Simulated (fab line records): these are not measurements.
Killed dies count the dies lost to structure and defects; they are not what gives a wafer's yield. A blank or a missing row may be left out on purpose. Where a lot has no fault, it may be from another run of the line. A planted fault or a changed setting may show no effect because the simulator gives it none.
The tool behind it: which one? / flow gf180mcu / Sampling: 12 lots, 36 wafers, 6 of 602 route steps

== WHAT THE GAUGES READ, wafer by wafer ==
GF_VT_IMPLANT_OVL_MEAS_18. Usual: VT_IMPLANT_01_OVL gives 1.2 nm (standard deviation 1.3).
lot=L539; measured=day 6 18:35; on=overlay-02; VT_IMPLANT_01_OVL (nm)=3.7 -0.2 1.2; flag=
lot=L540; measured=day 7 03:38; on=overlay-02; VT_IMPLANT_01_OVL (nm)=2.3 2.1 2.1; flag=
lot=L541; measured=day 7 09:44; on=overlay-01; VT_IMPLANT_01_OVL (nm)=0.5 1.7 0.6; flag=
lot=L549; measured=day 9 07:59; on=overlay-01; VT_IMPLANT_01_OVL (nm)=0.4 2.4 0.7; flag=
lot=L552; measured=day 10 04:32; on=overlay-02; VT_IMPLANT_01_OVL (nm)=2.3 1.1 1.5; flag=
lot=L553; measured=day 10 09:20; on=overlay-01; VT_IMPLANT_01_OVL (nm)=2.4 2.0 0.9; flag=
lot=L554; measured=day 10 17:44; on=overlay-02; VT_IMPLANT_01_OVL (nm)=-1.8 0.3 -0.9; flag=
lot=L555; measured=day 11 02:33; on=overlay-02; VT_IMPLANT_01_OVL (nm)=1.5 1.7 0.9; flag=
lot=L556; measured=day 11 07:07; on=overlay-01; VT_IMPLANT_01_OVL (nm)=1.5 -0.8 1.3; flag=
lot=L557; measured=day 11 12:57; on=overlay-02; VT_IMPLANT_01_OVL (nm)=0.8 -0.1 0.2; flag=
lot=L558; measured=day 11 16:11; on=overlay-02; VT_IMPLANT_01_OVL (nm)=3.3 2.2 2.5; flag=
lot=L559; measured=day 12 07:11; on=overlay-02; VT_IMPLANT_01_OVL (nm)=1.3 -1.0 1.5; flag=

GF_HV_LDD_CD_MEAS_31: target cd 400 nm. Usual: 400.2 nm for cd-nm, sd 2.5.
lot=L539; measured=day 12 09:17; on=cd-sem-02; cd-nm (nm)=401.4 401.4 401.8; flag=
lot=L540; measured=day 12 16:56; on=cd-sem-02; cd-nm (nm)=400.0 399.4 400.8; flag=
lot=L541; measured=day 13 04:25; on=cd-sem-02; cd-nm (nm)=395.7 398.4 400.9; flag=
lot=L549; measured=day 15 07:45; on=cd-sem-02; cd-nm (nm)=- - -; flag=OFF
lot=L552; measured=day 16 09:18; on=cd-sem-01; cd-nm (nm)=401.8 401.8 404.8; flag=
lot=L553; measured=day 16 16:58; on=cd-sem-02; cd-nm (nm)=396.3 399.9 397.5; flag=
lot=L554; measured=day 17 05:18; on=cd-sem-01; cd-nm (nm)=398.6 398.5 399.4; flag=
lot=L555; measured=day 17 13:09; on=cd-sem-02; cd-nm (nm)=406.0 405.3 402.2; flag=
lot=L556; measured=day 17 18:18; on=cd-sem-02; cd-nm (nm)=403.0 403.1 403.6; flag=
lot=L557; measured=day 18 03:41; on=cd-sem-02; cd-nm (nm)=400.5 399.4 401.1; flag=
lot=L558; measured=day 18 06:36; on=cd-sem-02; cd-nm (nm)=402.2 403.7 402.1; flag=
lot=L559; measured=day 19 00:53; on=cd-sem-02; cd-nm (nm)=399.6 402.8 402.2; flag=

GF_HV_LDD_TW_MEAS_38. Usual: HV_LDD_3_TW gives 1444 (standard deviation 6.3).
lot=L539; measured=day 12 10:08; on=film-metro-04; HV_LDD_3_TW=1452 1440 1442; flag=
lot=L540; measured=day 12 17:47; on=film-metro-04; HV_LDD_3_TW=1449 1441 1443; flag=
lot=L541; measured=day 13 05:16; on=film-metro-04; HV_LDD_3_TW=1449 1447 1448; flag=
lot=L549; measured=day 15 08:35; on=film-metro-03; HV_LDD_3_TW=30 30 30; flag=OFF
lot=L552; measured=day 16 10:10; on=film-metro-04; HV_LDD_3_TW=1439 1443 1445; flag=
lot=L553; measured=day 16 17:48; on=film-metro-03; HV_LDD_3_TW=1444 1445 1442; flag=
lot=L554; measured=day 17 06:08; on=film-metro-01; HV_LDD_3_TW=1457 1449 1447; flag=
lot=L555; measured=day 17 14:01; on=film-metro-03; HV_LDD_3_TW=1435 1429 1434; flag=
lot=L556; measured=day 17 19:08; on=film-metro-03; HV_LDD_3_TW=1429 1440 1438; flag=
lot=L557; measured=day 18 04:31; on=film-metro-03; HV_LDD_3_TW=1446 1449 1444; flag=
lot=L558; measured=day 18 07:28; on=film-metro-01; HV_LDD_3_TW=1434 1441 1429; flag=
lot=L559; measured=day 19 01:44; on=film-metro-01; HV_LDD_3_TW=1441 1441 1438; flag=

GF_SAB_THK_MEAS_01. Usual: SAB_CVD_00_THK gives 50.2 nm (standard deviation 0.64).
lot=L539; measured=day 15 03:29; on=film-metro-01; SAB_CVD_00_THK (nm)=48.7 50.0 49.6; flag=
lot=L540; measured=day 15 12:19; on=film-metro-03; SAB_CVD_00_THK (nm)=49.2 49.4 49.9; flag=
lot=L541; measured=day 16 00:30; on=film-metro-02; SAB_CVD_00_THK (nm)=50.2 50.9 50.5; flag=
lot=L552; measured=day 19 12:47; on=film-metro-03; SAB_CVD_00_THK (nm)=49.6 49.0 50.6; flag=
lot=L553; measured=day 19 20:59; on=film-metro-01; SAB_CVD_00_THK (nm)=49.7 51.0 50.5; flag=
lot=L554; measured=day 20 10:18; on=film-metro-01; SAB_CVD_00_THK (nm)=50.9 51.3 50.9; flag=
lot=L555; measured=day 20 18:17; on=film-metro-01; SAB_CVD_00_THK (nm)=49.9 50.2 50.4; flag=
lot=L556; measured=day 21 00:33; on=film-metro-02; SAB_CVD_00_THK (nm)=51.3 49.7 50.6; flag=
lot=L557; measured=day 21 09:04; on=film-metro-02; SAB_CVD_00_THK (nm)=50.1 50.5 50.3; flag=
lot=L558; measured=day 21 13:05; on=film-metro-03; SAB_CVD_00_THK (nm)=49.3 49.3 51.0; flag=
lot=L559; measured=day 22 06:14; on=film-metro-02; SAB_CVD_00_THK (nm)=50.6 50.0 51.0; flag=

== TOOL THAT RAN EACH LOT (tool first, then ch and the chambers of the sampled wafers, then the start) ==
lot=L539; GF_MVSD_STRIP_10=plasma-asher-03 ch 0,1, day 4 22:20; GF_HV_LDD_EXPOSE_28=iline-stepper-01 ch 0, day 11 23:35
lot=L540; GF_MVSD_STRIP_10=plasma-asher-02 ch 0,1, day 5 06:44; GF_HV_LDD_EXPOSE_28=iline-stepper-02 ch 0, day 12 07:19
lot=L541; GF_MVSD_STRIP_10=plasma-asher-02 ch 0,1, day 5 13:02; GF_HV_LDD_EXPOSE_28=iline-stepper-01 ch 0, day 12 18:35
lot=L549; GF_MVSD_STRIP_10=plasma-asher-02 ch 0,1, day 7 06:26; GF_HV_LDD_EXPOSE_28=iline-stepper-01 ch 0, day 14 20:49
lot=L552; GF_MVSD_STRIP_10=plasma-asher-02 ch 0,1, day 8 02:17; GF_HV_LDD_EXPOSE_28=iline-stepper-01 ch 0, day 15 22:15
lot=L553; GF_MVSD_STRIP_10=plasma-asher-01 ch 0,1, day 8 06:38; GF_HV_LDD_EXPOSE_28=iline-stepper-01 ch 0, day 16 06:07
lot=L554; GF_MVSD_STRIP_10=plasma-asher-03 ch 0,1, day 8 14:47; GF_HV_LDD_EXPOSE_28=iline-stepper-01 ch 0, day 16 18:19
lot=L555; GF_MVSD_STRIP_10=plasma-asher-03 ch 0,1, day 8 22:22; GF_HV_LDD_EXPOSE_28=iline-stepper-01 ch 0, day 17 01:23
lot=L556; GF_MVSD_STRIP_10=plasma-asher-03 ch 1, day 9 01:28; GF_HV_LDD_EXPOSE_28=iline-stepper-02 ch 0, day 17 06:46
lot=L557; GF_MVSD_STRIP_10=plasma-asher-03 ch 0,1, day 9 06:42; GF_HV_LDD_EXPOSE_28=iline-stepper-01 ch 0, day 17 16:31
lot=L558; GF_MVSD_STRIP_10=plasma-asher-03 ch 0,1, day 9 10:07; GF_HV_LDD_EXPOSE_28=iline-stepper-02 ch 0, day 17 19:22
lot=L559; GF_MVSD_STRIP_10=plasma-asher-02 ch 0,1, day 9 21:52; GF_HV_LDD_EXPOSE_28=iline-stepper-01 ch 0, day 18 12:50
- GF_MVSD_STRIP_10: strips in O2/N2.
- GF_HV_LDD_EXPOSE_28: exposes mask Nplus HV AREA, target cd 400 nm.

== AS READ BY THE TOOLS THEMSELVES (means over the sampled wafers that have a number; for cases with no such wafer, the mark the record gives instead) ==
GF_MVSD_STRIP_10. Usual: drypump-motor-current-A 5.9 A, standard deviation 0.54; heater-power-w 303 W, standard deviation 20; o2-flow-sccm 3002 sccm, standard deviation 9.7; oes-product-au 0.722 a.u., standard deviation 0.0044; strip-time-to-endpoint-s 36.98 s, standard deviation 0.091.
lot=L539; tool=plasma-asher-03; drypump-motor-current-A (A)=5.5; heater-power-w (W)=313; o2-flow-sccm (sccm)=3003; oes-product-au (a.u.)=0.722; strip-time-to-endpoint-s (s)=37.14; flag=
lot=L540; tool=plasma-asher-02; drypump-motor-current-A (A)=6.3; heater-power-w (W)=286; o2-flow-sccm (sccm)=2993; oes-product-au (a.u.)=0.719; strip-time-to-endpoint-s (s)=37.10; flag=
lot=L541; tool=plasma-asher-02; drypump-motor-current-A (A)=6.3; heater-power-w (W)=286; o2-flow-sccm (sccm)=3009; oes-product-au (a.u.)=0.720; strip-time-to-endpoint-s (s)=36.91; flag=
lot=L549; tool=plasma-asher-02; drypump-motor-current-A (A)=6.3; heater-power-w (W)=287; o2-flow-sccm (sccm)=3006; oes-product-au (a.u.)=0.718; strip-time-to-endpoint-s (s)=37.05; flag=
lot=L552; tool=plasma-asher-02; drypump-motor-current-A (A)=6.3; heater-power-w (W)=288; o2-flow-sccm (sccm)=3000; oes-product-au (a.u.)=0.725; strip-time-to-endpoint-s (s)=37.02; flag=
lot=L553; tool=plasma-asher-01; drypump-motor-current-A (A)=5.2; heater-power-w (W)=305; o2-flow-sccm (sccm)=3003; oes-product-au (a.u.)=0.724; strip-time-to-endpoint-s (s)=36.98; flag=
lot=L554; tool=plasma-asher-03; drypump-motor-current-A (A)=5.5; heater-power-w (W)=310; o2-flow-sccm (sccm)=2998; oes-product-au (a.u.)=0.719; strip-time-to-endpoint-s (s)=37.03; flag=
lot=L555; tool=plasma-asher-03; drypump-motor-current-A (A)=5.9; heater-power-w (W)=316; o2-flow-sccm (sccm)=3005; oes-product-au (a.u.)=0.722; strip-time-to-endpoint-s (s)=37.15; flag=
lot=L556; tool=plasma-asher-03; drypump-motor-current-A (A)=6.3; heater-power-w (W)=329; o2-flow-sccm (sccm)=2992; oes-product-au (a.u.)=0.722; strip-time-to-endpoint-s (s)=36.96; flag=
lot=L557; tool=plasma-asher-03; drypump-motor-current-A (A)=5.9; heater-power-w (W)=324; o2-flow-sccm (sccm)=3009; oes-product-au (a.u.)=0.724; strip-time-to-endpoint-s (s)=37.08; flag=
lot=L558; tool=plasma-asher-03; drypump-motor-current-A (A)=5.9; heater-power-w (W)=321; o2-flow-sccm (sccm)=3004; oes-product-au (a.u.)=0.723; strip-time-to-endpoint-s (s)=37.01; flag=
lot=L559; tool=plasma-asher-02; drypump-motor-current-A (A)=6.3; heater-power-w (W)=302; o2-flow-sccm (sccm)=3007; oes-product-au (a.u.)=0.723; strip-time-to-endpoint-s (s)=36.96; flag=

== THE ANSWER, worked out from the rows above alone ==
Rule: take the mean of a lot's wafers that have a number; if it is more than 3 standard deviations from the usual mean, the lot is off. Also off: a lot with no number at a reading for which 4 or more lots have one. All remaining lots with rows at the step are treated as sound. Order of review: gauges by route order, followed by the tools' own readings, for which a lot's mean as printed above is used. At the first step where some lot is off, the reading lying furthest off is the one used; lots without a number count as furthest.
Off at GF_HV_LDD_CD_MEAS_31 (cd-nm): L549. Without a number there: L549.
If a tool, at a process step before that reading, ran all the lots that are off and no sound lot after the first of them, it fits. The gauges at GF_HV_LDD_CD_MEAS_31 aren't tried: what is off there is off at GF_HV_LDD_TW_MEAS_38 too, on other tools, and a gauge's error can't cause that. None of those tried fits.

== WHAT WAS PUT IN BY THE SIMULATOR ==
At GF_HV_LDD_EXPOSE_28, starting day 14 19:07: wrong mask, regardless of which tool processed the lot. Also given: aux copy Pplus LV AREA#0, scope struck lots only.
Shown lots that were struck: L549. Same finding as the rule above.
